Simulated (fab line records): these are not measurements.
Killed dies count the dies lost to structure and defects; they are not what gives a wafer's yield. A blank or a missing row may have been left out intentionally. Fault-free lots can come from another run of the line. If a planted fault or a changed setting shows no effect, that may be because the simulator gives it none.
The tool behind it: which one? | flow gf180mcu | 18 wafers from 6 lots sampled at 2 of the route's 602 steps

## WHAT THE GAUGES READ, wafer by wafer
GF_VT_IMPLANT_RS_MEAS_49: a four-point-probe measurement.
lot  | measured     | on            | MVPSD_RS (ohm/sq)
L745 | day 8 04:16  | film_metro-01 | 1169 1170 1168
L747 | day 8 17:30  | film_metro-01 | 1176 1172 1175
L752 | day 10 00:44 | film_metro-03 | 1169 1167 1170
L761 | day 12 17:38 | film_metro-02 | 1254 1255 1252
L764 | day 13 10:37 | film_metro-03 | 1168 1165 1170
L766 | day 14 01:43 | film_metro-02 | 1168 1166 1169

## WHICH TOOL RAN EACH LOT (tool, then ch and the chambers of the sampled wafers, then the start)
lot  | GF_MVPSD_IMPLANT_08
L745 | implanter-01 ch 0, day 5 13:50
L747 | implanter-04 ch 0, day 5 23:38
L752 | implanter-03 ch 0, day 7 05:11
L761 | implanter-03 ch 0, day 9 14:14
L764 | implanter-04 ch 0, day 10 06:11
L766 | implanter-01 ch 0, day 10 19:11
- GF_MVPSD_IMPLANT_08

## THE ANSWER, worked out from the rows above alone
Rule: usual is defined by the lots themselves. Put in order of their means at a reading, lots are off if they are a third of the lots or fewer, leave a main group of 4 or more, and stand apart from it by a gap of 3 or more times the standard deviation of the main group's means; of several such gaps the widest counts. A main group whose means are all the same, to the digits that the tables above print for the reading, isn't used. A lot without any number at a reading at which 4 lots or more have one is off too. All remaining lots with rows at the step are treated as sound.
Off: at GF_VT_IMPLANT_RS_MEAS_49 (MVPSD_RS), L761. Mean 1169 ohm/sq and standard deviation 2.5 in the main group.
If a tool, at a process step before that reading, ran all the lots that are off and no sound lot after the first of them, it fits. The gauges at GF_VT_IMPLANT_RS_MEAS_49 are tried like those tools. One candidate fits, namely implanter-03 at GF_MVPSD_IMPLANT_08. A fault onset in the window from L752 (day 7 05:11, its last sound lot) to L761 (day 9 14:14, its first lot off) fits.

## WHAT WAS PUT IN BY THE SIMULATOR
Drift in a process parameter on implanter-03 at GF_MVPSD_IMPLANT_08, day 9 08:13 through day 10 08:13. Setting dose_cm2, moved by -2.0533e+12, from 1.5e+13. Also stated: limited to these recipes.
Lots struck among those shown: L761. This agrees with what the rule above found.
